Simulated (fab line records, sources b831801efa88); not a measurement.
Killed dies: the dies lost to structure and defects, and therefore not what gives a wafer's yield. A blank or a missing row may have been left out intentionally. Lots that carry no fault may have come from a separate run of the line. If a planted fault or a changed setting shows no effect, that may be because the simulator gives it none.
Which of the tools did it? :: flow gf180mcu :: 12 lots, 36 wafers sampled, at 6 steps of a route of 602

== WHAT THE GAUGES READ, wafer by wafer ==
GF_NSD_OVL_MEAS_08.
lot: L218
measured: day 14 02:45
on: overlay-02
NSD_OVL (nm): 0.8 0.6 0.5

lot: L220
measured: day 14 15:33
on: overlay-02
NSD_OVL (nm): 0.3 1.5 2.2

lot: L223
measured: day 15 23:20
on: overlay-02
NSD_OVL (nm): 1.6 2.5 2.6

lot: L226
measured: day 16 14:54
on: overlay-02
NSD_OVL (nm): 2.5 1.4 0.9

lot: L227
measured: day 17 06:02
on: overlay-01
NSD_OVL (nm): 2.5 3.6 1.4

lot: L232
measured: day 18 16:47
on: overlay-02
NSD_OVL (nm): 2.1 0.9 4.1

lot: L234
measured: day 19 09:31
on: overlay-01
NSD_OVL (nm): -0.7 -1.9 -3.9

lot: L236
measured: day 20 02:11
on: overlay-01
NSD_OVL (nm): -0.4 0.8 1.2

lot: L237
measured: day 20 07:59
on: overlay-01
NSD_OVL (nm): -1.3 -1.4 -0.7

lot: L239
measured: day 21 01:44
on: overlay-01
NSD_OVL (nm): -1.2 -2.1 -5.0

lot: L240
measured: day 21 11:09
on: overlay-02
NSD_OVL (nm): 1.2 -0.2 0.0

lot: L241
measured: day 21 21:24
on: overlay-01
NSD_OVL (nm): -1.4 -1.4 -0.2

GF_PSD_RS_MEAS_14: uses a four-point probe to measure.
lot: L218
measured: day 15 01:11
on: film_metro-02
NSD_RS (ohm/sq): 45.88 45.74 45.64

lot: L220
measured: day 15 13:46
on: film_metro-04
NSD_RS (ohm/sq): 45.76 45.75 45.82

lot: L223
measured: day 16 23:23
on: film_metro-02
NSD_RS (ohm/sq): 45.67 45.66 45.69

lot: L226
measured: day 17 15:05
on: film_metro-04
NSD_RS (ohm/sq): 45.83 45.77 45.75

lot: L227
measured: day 18 06:05
on: film_metro-01
NSD_RS (ohm/sq): 45.69 45.76 45.63

lot: L232
measured: day 19 18:43
on: film_metro-02
NSD_RS (ohm/sq): 46.59 45.63 45.66

lot: L234
measured: day 20 11:32
on: film_metro-01
NSD_RS (ohm/sq): 45.76 46.64 45.77

lot: L236
measured: day 21 03:31
on: film_metro-01
NSD_RS (ohm/sq): 45.78 45.72 45.63

lot: L237
measured: day 21 09:43
on: film_metro-01
NSD_RS (ohm/sq): 45.72 45.72 45.70

lot: L239
measured: day 22 02:55
on: film_metro-04
NSD_RS (ohm/sq): 45.78 45.81 45.84

lot: L240
measured: day 22 11:35
on: film_metro-04
NSD_RS (ohm/sq): 45.70 45.72 45.83

lot: L241
measured: day 22 21:52
on: film_metro-04
NSD_RS (ohm/sq): 45.78 45.82 45.89

GF_SALICIDE_RS_MEAS_04: uses a four-point probe to measure.
lot: L218
measured: day 16 00:17
on: film_metro-04
SALICIDE_TIN_RS (ohm/sq): 16.45 16.37 16.53

lot: L220
measured: day 16 12:55
on: film_metro-03
SALICIDE_TIN_RS (ohm/sq): 15.95 15.94 16.17

lot: L223
measured: day 18 00:09
on: film_metro-04
SALICIDE_TIN_RS (ohm/sq): 16.49 16.52 16.06

lot: L226
measured: day 18 16:13
on: film_metro-02
SALICIDE_TIN_RS (ohm/sq): 16.35 16.01 16.40

lot: L227
measured: day 19 07:10
on: film_metro-02
SALICIDE_TIN_RS (ohm/sq): 16.53 16.64 16.51

lot: L232
measured: day 20 19:55
on: film_metro-02
SALICIDE_TIN_RS (ohm/sq): 16.17 16.01 16.13

lot: L234
measured: day 21 13:07
on: film_metro-02
SALICIDE_TIN_RS (ohm/sq): 16.32 16.07 16.15

lot: L236
measured: day 22 04:21
on: film_metro-02
SALICIDE_TIN_RS (ohm/sq): 16.64 16.31 16.70

lot: L237
measured: day 22 10:49
on: film_metro-03
SALICIDE_TIN_RS (ohm/sq): 16.20 15.94 16.43

lot: L239
measured: day 23 03:47
on: film_metro-04
SALICIDE_TIN_RS (ohm/sq): 16.01 15.86 16.01

lot: L240
measured: day 23 11:29
on: film_metro-04
SALICIDE_TIN_RS (ohm/sq): 16.01 15.83 16.04

lot: L241
measured: day 23 21:31
on: film_metro-04
SALICIDE_TIN_RS (ohm/sq): 16.39 15.98 16.12

== WHAT TOOL EACH LOT RAN ON (gives the tool, then ch and the chambers of the sampled wafers, and finally the start) ==
lot: L218
GF_NSD_IMPLANT_09: implanter-04 ch 0, day 14 02:48
GF_NSD_STRIP_11: plasma_asher-03 ch 0,1, day 14 03:05
GF_SALICIDE_SPUTTER_03: pvd_sputter-04, day 16 00:14

lot: L220
GF_NSD_IMPLANT_09: implanter-02 ch 0, day 14 15:35
GF_NSD_STRIP_11: plasma_asher-02 ch 0,1, day 14 15:53
GF_SALICIDE_SPUTTER_03: pvd_sputter-01, day 16 12:54

lot: L223
GF_NSD_IMPLANT_09: implanter-02 ch 0, day 15 23:23
GF_NSD_STRIP_11: plasma_asher-04 ch 0,1, day 15 23:41
GF_SALICIDE_SPUTTER_03: pvd_sputter-01, day 18 00:08

lot: L226
GF_NSD_IMPLANT_09: implanter-01 ch 0, day 16 14:58
GF_NSD_STRIP_11: plasma_asher-03 ch 0,1, day 16 15:14
GF_SALICIDE_SPUTTER_03: pvd_sputter-01, day 18 16:11

lot: L227
GF_NSD_IMPLANT_09: implanter-02 ch 0, day 17 06:05
GF_NSD_STRIP_11: plasma_asher-03 ch 0, day 17 06:22
GF_SALICIDE_SPUTTER_03: pvd_sputter-01, day 19 07:08

lot: L232
GF_NSD_IMPLANT_09: implanter-02 ch 0, day 18 16:50
GF_NSD_STRIP_11: plasma_asher-02 ch 0,1, day 18 17:08
GF_SALICIDE_SPUTTER_03: pvd_sputter-01, day 20 19:53

lot: L234
GF_NSD_IMPLANT_09: implanter-02 ch 0, day 19 09:52
GF_NSD_STRIP_11: plasma_asher-02 ch 0,1, day 19 10:07
GF_SALICIDE_SPUTTER_03: pvd_sputter-04, day 21 13:02

lot: L236
GF_NSD_IMPLANT_09: implanter-01 ch 0, day 20 02:16
GF_NSD_STRIP_11: plasma_asher-03 ch 0,1, day 20 02:32
GF_SALICIDE_SPUTTER_03: pvd_sputter-04, day 22 04:17

lot: L237
GF_NSD_IMPLANT_09: implanter-01 ch 0, day 20 08:01
GF_NSD_STRIP_11: plasma_asher-02 ch 0,1, day 20 08:19
GF_SALICIDE_SPUTTER_03: pvd_sputter-04, day 22 10:47

lot: L239
GF_NSD_IMPLANT_09: implanter-01 ch 0, day 21 01:47
GF_NSD_STRIP_11: plasma_asher-02 ch 0,1, day 21 02:05
GF_SALICIDE_SPUTTER_03: pvd_sputter-01, day 23 03:38

lot: L240
GF_NSD_IMPLANT_09: implanter-01 ch 0, day 21 11:12
GF_NSD_STRIP_11: plasma_asher-04 ch 0,1, day 21 11:29
GF_SALICIDE_SPUTTER_03: pvd_sputter-02, day 23 11:26

lot: L241
GF_NSD_IMPLANT_09: implanter-04 ch 0, day 21 21:28
GF_NSD_STRIP_11: plasma_asher-04 ch 0,1, day 21 21:46
GF_SALICIDE_SPUTTER_03: pvd_sputter-02, day 23 21:18
- GF_NSD_IMPLANT_09
- GF_NSD_STRIP_11: strips in O2/N2.
- GF_SALICIDE_SPUTTER_03: material TiN, target thk 20 nm, time 16.7 s.

== WHAT THE TOOLS THEMSELVES READ (means of the sampled wafers that have a number; where no wafer has one, the mark that the record gives instead) ==
GF_NSD_STRIP_11.
lot: L218
tool: plasma_asher-03
drypump_motor_current_A (A): 5.5
heater_power_w (W): 319
n2_flow_sccm (sccm): 301.1
oes_product_au (a.u.): 0.489
strip_time_to_endpoint_s (s): 23.20

lot: L220
tool: plasma_asher-02
drypump_motor_current_A (A): 5.5
heater_power_w (W): 332
n2_flow_sccm (sccm): 300.8
oes_product_au (a.u.): 0.482
strip_time_to_endpoint_s (s): 23.20

lot: L223
tool: plasma_asher-04
drypump_motor_current_A (A): 6.5
heater_power_w (W): 329
n2_flow_sccm (sccm): 300.2
oes_product_au (a.u.): 0.482
strip_time_to_endpoint_s (s): 23.09

lot: L226
tool: plasma_asher-03
drypump_motor_current_A (A): 5.5
heater_power_w (W): 320
n2_flow_sccm (sccm): 300.1
oes_product_au (a.u.): 0.486
strip_time_to_endpoint_s (s): 23.09

lot: L227
tool: plasma_asher-03
drypump_motor_current_A (A): 6.2
heater_power_w (W): 330
n2_flow_sccm (sccm): 299.9
oes_product_au (a.u.): 0.484
strip_time_to_endpoint_s (s): 23.15

lot: L232
tool: plasma_asher-02
drypump_motor_current_A (A): 5.3
heater_power_w (W): 329
n2_flow_sccm (sccm): 300.7
oes_product_au (a.u.): 0.482
strip_time_to_endpoint_s (s): 22.97

lot: L234
tool: plasma_asher-02
drypump_motor_current_A (A): 5.5
heater_power_w (W): 334
n2_flow_sccm (sccm): 299.7
oes_product_au (a.u.): 0.487
strip_time_to_endpoint_s (s): 22.92

lot: L236
tool: plasma_asher-03
drypump_motor_current_A (A): 5.9
heater_power_w (W): 326
n2_flow_sccm (sccm): 299.8
oes_product_au (a.u.): 0.480
strip_time_to_endpoint_s (s): 23.21

lot: L237
tool: plasma_asher-02
drypump_motor_current_A (A): 5.3
heater_power_w (W): 336
n2_flow_sccm (sccm): 300.8
oes_product_au (a.u.): 0.479
strip_time_to_endpoint_s (s): 23.18

lot: L239
tool: plasma_asher-02
drypump_motor_current_A (A): 5.3
heater_power_w (W): 336
n2_flow_sccm (sccm): 299.4
oes_product_au (a.u.): 0.486
strip_time_to_endpoint_s (s): 23.12

lot: L240
tool: plasma_asher-04
drypump_motor_current_A (A): 6.5
heater_power_w (W): 332
n2_flow_sccm (sccm): 299.1
oes_product_au (a.u.): 0.487
strip_time_to_endpoint_s (s): 23.23

lot: L241
tool: plasma_asher-04
drypump_motor_current_A (A): 6.3
heater_power_w (W): 345
n2_flow_sccm (sccm): 299.6
oes_product_au (a.u.): 0.480
strip_time_to_endpoint_s (s): 23.18

GF_SALICIDE_SPUTTER_03.
lot: L218
tool: pvd_sputter-04
throttle_valve_pct (%): 29.0

lot: L220
tool: pvd_sputter-01
throttle_valve_pct (%): 30.1

lot: L223
tool: pvd_sputter-01
throttle_valve_pct (%): 30.1

lot: L226
tool: pvd_sputter-01
throttle_valve_pct (%): 30.6

lot: L227
tool: pvd_sputter-01
throttle_valve_pct (%): 29.9

lot: L232
tool: pvd_sputter-01
throttle_valve_pct (%): 29.9

lot: L234
tool: pvd_sputter-04
throttle_valve_pct (%): 28.3

lot: L236
tool: pvd_sputter-04
throttle_valve_pct (%): 28.1

lot: L237
tool: pvd_sputter-04
throttle_valve_pct (%): 28.9

lot: L239
tool: pvd_sputter-01
throttle_valve_pct (%): 30.6

lot: L240
tool: pvd_sputter-02
throttle_valve_pct (%): 29.8

lot: L241
tool: pvd_sputter-02
throttle_valve_pct (%): 30.0

== THE ANSWER, worked out from the rows above alone ==
Rule: the usual values come from the lots themselves. The widest of any qualifying gaps counts: lots, ordered by their means at a reading, are off when they make up no more than a third of the lots, leave a main group of 4 or more, and stand apart from it by 3 or more times the standard deviation of that group's means. A main group whose means are all the same, to the digits that the tables above print for the reading, isn't used. Also off: a lot with no number at a reading for which 4 or more lots have one. All remaining lots with rows at the step are treated as sound. The gauges are gone through in route order, then the tools' own readings, and for those a lot's mean is taken as printed above. At the first step where some lot is off, the reading lying furthest off is the one used; lots without a number count as furthest.
Across all readings shown, no lot is off: no conclusion can be drawn from this.

== WHAT THE SIMULATOR HAD INSERTED ==
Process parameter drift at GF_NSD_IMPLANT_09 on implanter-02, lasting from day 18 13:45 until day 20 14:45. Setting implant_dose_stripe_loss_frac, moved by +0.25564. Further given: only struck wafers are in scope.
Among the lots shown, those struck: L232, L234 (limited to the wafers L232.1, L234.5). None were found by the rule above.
